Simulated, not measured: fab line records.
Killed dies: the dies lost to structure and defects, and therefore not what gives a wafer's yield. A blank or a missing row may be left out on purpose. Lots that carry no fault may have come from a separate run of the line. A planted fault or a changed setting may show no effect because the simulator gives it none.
Which tool is to blame? / flow sky130 / Sampling: 14 lots, 42 wafers, 3 of 708 route steps

## WHAT THE GAUGES SHOWED, per wafer
SKY_VIA4_RS_MEAS_19: uses a four-point probe to measure.
lot=L657; measured=day 42 16:55; on=film metro-02; VIA4_W_RS (ohm/sq)=0.228 0.221 0.226
lot=L659; measured=day 43 18:10; on=film metro-04; VIA4_W_RS (ohm/sq)=0.231 0.232 0.232
lot=L660; measured=day 43 22:15; on=film metro-04; VIA4_W_RS (ohm/sq)=0.228 0.231 0.225
lot=L661; measured=day 44 02:51; on=film metro-04; VIA4_W_RS (ohm/sq)=0.227 0.226 0.228
lot=L662; measured=day 44 10:29; on=film metro-03; VIA4_W_RS (ohm/sq)=0.219 0.232 0.222
lot=L665; measured=day 45 10:08; on=film metro-03; VIA4_W_RS (ohm/sq)=0.231 0.231 0.221
lot=L670; measured=day 46 10:44; on=film metro-03; VIA4_W_RS (ohm/sq)=0.233 0.226 0.231
lot=L672; measured=day 47 08:47; on=film metro-02; VIA4_W_RS (ohm/sq)=0.227 0.229 0.230
lot=L673; measured=day 47 13:43; on=film metro-03; VIA4_W_RS (ohm/sq)=0.230 0.234 0.229
lot=L676; measured=day 48 00:21; on=film metro-04; VIA4_W_RS (ohm/sq)=0.229 0.229 0.228
lot=L678; measured=day 48 02:02; on=film metro-04; VIA4_W_RS (ohm/sq)=0.230 0.223 0.234
lot=L677; measured=day 48 02:44; on=film metro-03; VIA4_W_RS (ohm/sq)=0.231 0.226 0.228
lot=L679; measured=day 48 03:46; on=film metro-02; VIA4_W_RS (ohm/sq)=0.226 0.229 0.229
lot=L680; measured=day 48 18:46; on=film metro-03; VIA4_W_RS (ohm/sq)=0.226 0.228 0.230

## WHAT TOOL EACH LOT RAN ON (gives the tool, then ch and the chambers of the sampled wafers, and finally the start)
lot=L657; SKY_SONOS_TUNNEL_STRIP_11=wet bench-01 ch 0, day 11 08:15; SKY_VIA4_SPUTTER_17=pvd sputter-01, day 42 16:41
lot=L659; SKY_SONOS_TUNNEL_STRIP_11=wet bench-01 ch 0, day 12 09:25; SKY_VIA4_SPUTTER_17=pvd sputter-01, day 43 17:56
lot=L660; SKY_SONOS_TUNNEL_STRIP_11=wet bench-04 ch 3, day 12 14:37; SKY_VIA4_SPUTTER_17=pvd sputter-01, day 43 22:02
lot=L661; SKY_SONOS_TUNNEL_STRIP_11=wet bench-01 ch 0, day 12 17:58; SKY_VIA4_SPUTTER_17=pvd sputter-03, day 44 02:38
lot=L662; SKY_SONOS_TUNNEL_STRIP_11=wet bench-01 ch 2, day 13 03:04; SKY_VIA4_SPUTTER_17=pvd sputter-01, day 44 10:17
lot=L665; SKY_SONOS_TUNNEL_STRIP_11=wet bench-01 ch 2, day 14 04:32; SKY_VIA4_SPUTTER_17=pvd sputter-02, day 45 09:53
lot=L670; SKY_SONOS_TUNNEL_STRIP_11=wet bench-02 ch 0, day 15 17:47; SKY_VIA4_SPUTTER_17=pvd sputter-02, day 46 10:31
lot=L672; SKY_SONOS_TUNNEL_STRIP_11=wet bench-04 ch 3, day 16 23:16; SKY_VIA4_SPUTTER_17=pvd sputter-02, day 47 08:31
lot=L673; SKY_SONOS_TUNNEL_STRIP_11=wet bench-01 ch 3, day 17 04:20; SKY_VIA4_SPUTTER_17=pvd sputter-01, day 47 13:30
lot=L676; SKY_SONOS_TUNNEL_STRIP_11=wet bench-01 ch 2, day 17 17:31; SKY_VIA4_SPUTTER_17=pvd sputter-01, day 48 00:08
lot=L678; SKY_SONOS_TUNNEL_STRIP_11=wet bench-04 ch 3, day 18 00:20; SKY_VIA4_SPUTTER_17=pvd sputter-01, day 48 01:48
lot=L677; SKY_SONOS_TUNNEL_STRIP_11=wet bench-01 ch 2, day 18 04:25; SKY_VIA4_SPUTTER_17=pvd sputter-02, day 48 02:31
lot=L679; SKY_SONOS_TUNNEL_STRIP_11=wet bench-01 ch 1, day 18 11:04; SKY_VIA4_SPUTTER_17=pvd sputter-02, day 48 03:31
lot=L680; SKY_SONOS_TUNNEL_STRIP_11=wet bench-04 ch 1, day 18 23:27; SKY_VIA4_SPUTTER_17=pvd sputter-03, day 48 18:32
- SKY_SONOS_TUNNEL_STRIP_11: strips in SPM, time 600 s.
- SKY_VIA4_SPUTTER_17: material TiN, target thk 20 nm, time 80 s.

## AS READ BY THE TOOLS THEMSELVES (means over the sampled wafers that have a number; for cases with no such wafer, the mark the record gives instead)
SKY_VIA4_SPUTTER_17.
lot=L657; tool=pvd sputter-01; throttle valve pct (%)=30.3
lot=L659; tool=pvd sputter-01; throttle valve pct (%)=31.1
lot=L660; tool=pvd sputter-01; throttle valve pct (%)=30.2
lot=L661; tool=pvd sputter-03; throttle valve pct (%)=31.7
lot=L662; tool=pvd sputter-01; throttle valve pct (%)=30.8
lot=L665; tool=pvd sputter-02; throttle valve pct (%)=29.7
lot=L670; tool=pvd sputter-02; throttle valve pct (%)=29.6
lot=L672; tool=pvd sputter-02; throttle valve pct (%)=29.2
lot=L673; tool=pvd sputter-01; throttle valve pct (%)=30.2
lot=L676; tool=pvd sputter-01; throttle valve pct (%)=30.5
lot=L678; tool=pvd sputter-01; throttle valve pct (%)=30.6
lot=L677; tool=pvd sputter-02; throttle valve pct (%)=29.2
lot=L679; tool=pvd sputter-02; throttle valve pct (%)=29.7
lot=L680; tool=pvd sputter-03; throttle valve pct (%)=30.6

## THE ANSWER, worked out from the rows above alone
Rule: what is usual is taken from the lots themselves. The widest of any qualifying gaps counts: lots, ordered by their means at a reading, are off when they make up no more than a third of the lots, leave a main group of 4 or more, and stand apart from it by 3 or more times the standard deviation of that group's means. A main group whose means are all the same, to the digits that the tables above print for the reading, isn't used. A lot without any number at a reading at which 4 lots or more have one is off too. All remaining lots with rows at the step are treated as sound. The gauges are gone through in route order, then the tools' own readings, and for those a lot's mean is taken as printed above. The first step at which some lot is off is used, and at that step the reading that is off furthest; a lot without a number counts as furthest.
No lot is off on any of the readings shown, so nothing can be concluded from this.

## WHAT WAS PUT IN BY THE SIMULATOR
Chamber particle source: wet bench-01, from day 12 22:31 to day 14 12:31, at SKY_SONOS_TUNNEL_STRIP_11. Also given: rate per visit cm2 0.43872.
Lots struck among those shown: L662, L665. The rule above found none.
